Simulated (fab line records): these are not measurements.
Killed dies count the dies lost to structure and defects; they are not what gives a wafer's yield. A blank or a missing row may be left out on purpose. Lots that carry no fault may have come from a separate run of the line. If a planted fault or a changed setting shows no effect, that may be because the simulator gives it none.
What tool caused it? :: flow sky130 :: 7 lots (21 wafers sampled), 1 step of a 708-step route

## WHAT THE GAUGES READ, wafer by wafer
SKY_FIELD_ISO_THK_MEAS_04.
lot: L627
measured: day 1 18:29
on: filmMetro-04
FIELD_ISO_CVD_03_THK (nm): 166.9 167.6 166.9

lot: L631
measured: day 2 16:18
on: filmMetro-03
FIELD_ISO_CVD_03_THK (nm): 163.7 164.0 163.8

lot: L635
measured: day 3 14:09
on: filmMetro-01
FIELD_ISO_CVD_03_THK (nm): 165.5 165.6 166.1

lot: L637
measured: day 4 02:58
on: filmMetro-03
FIELD_ISO_CVD_03_THK (nm): 166.1 166.6 165.7

lot: L642
measured: day 5 02:35
on: filmMetro-04
FIELD_ISO_CVD_03_THK (nm): 165.2 164.6 166.1

lot: L646
measured: day 5 18:08
on: filmMetro-01
FIELD_ISO_CVD_03_THK (nm): 167.4 166.3 166.0

lot: L649
measured: day 6 08:55
on: filmMetro-01
FIELD_ISO_CVD_03_THK (nm): 166.3 167.5 167.2

## WHAT TOOL EACH LOT RAN ON (gives the tool, then ch and the chambers of the sampled wafers, and finally the start)
The record shows no process step preceding these readings.

## THE ANSWER, worked out from the rows above alone
Rule: the lots themselves supply what counts as usual. Put in order of their means at a reading, lots are off if they are a third of the lots or fewer, leave a main group of 4 or more, and stand apart from it by a gap of 3 or more times the standard deviation of the main group's means; of several such gaps the widest counts. Not used: any main group whose means are identical at the precision the tables above print for the reading. A lot without any number at a reading at which 4 lots or more have one is off too. Where the step has rows for the other lots, those lots are counted as sound.
No lot is off on any of the readings shown, so nothing can be concluded from this.

## WHAT HAD BEEN PUT IN BY THE SIMULATOR
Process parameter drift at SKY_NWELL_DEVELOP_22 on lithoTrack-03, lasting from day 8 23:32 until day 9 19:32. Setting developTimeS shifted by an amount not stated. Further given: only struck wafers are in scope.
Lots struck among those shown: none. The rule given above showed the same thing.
